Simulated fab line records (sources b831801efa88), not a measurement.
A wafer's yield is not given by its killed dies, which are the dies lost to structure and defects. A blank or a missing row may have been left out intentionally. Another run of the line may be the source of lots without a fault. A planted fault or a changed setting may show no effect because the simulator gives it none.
Chamber matching	flow sky130	SKY_VIA2_CMP_24 on cmp-02: 4 sister chambers
The step polishes, stops on SiO2, t overpolish 20 s, target thk 0 nm. 4 wafers are shown with their chamber, then 8 later ones without.

## WAFERS WITH THEIR CHAMBER
wafer	chamber	motorCurrentA (A)
L746.2	1	11.1
L746.5	3	9.5
L746.6	0	14.2
L749.1	2	10.7

## WAFERS WITHOUT THEIR CHAMBER
wafer	motorCurrentA (A)
L749.3	10.8
L749.5	15.5
L751.3	10.1
L751.4	10.1
L751.6	10.7
L754.2	10.5
L754.3	10.6
L754.5	10.5

## WHICH CHAMBER EACH ONE RAN IN
wafer	from the rows above	in truth
L749.3	can't be placed: 2 or 1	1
L749.5	0	0
L751.3	can't be placed: 2 or 3 or 1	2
L751.4	can't be placed: 2 or 3 or 1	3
L751.6	can't be placed: 2 or 1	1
L754.2	can't be placed: 2 or 1 or 3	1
L754.3	can't be placed: 2 or 1 or 3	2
L754.5	can't be placed: 2 or 1 or 3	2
Placed correctly: 1 of 8. These rows do not allow placing 7 (true chamber among the candidates in 7). Placed wrongly: 0.
How it was worked out, from the rows above alone: a wafer's distance from a chamber is the root of the sum, over the readings, of the square of ((its reading less the chamber's mean) divided by the reading's scatter). If the next closest chamber is less than 2 further off than the closest, the wafer can't be placed; otherwise it belongs to the closest. Each chamber's mean is taken over the wafers shown for it. The scatter: with one shown wafer a chamber, the root of the mean of the squares of how far each hidden wafer lies from its nearest shown one.
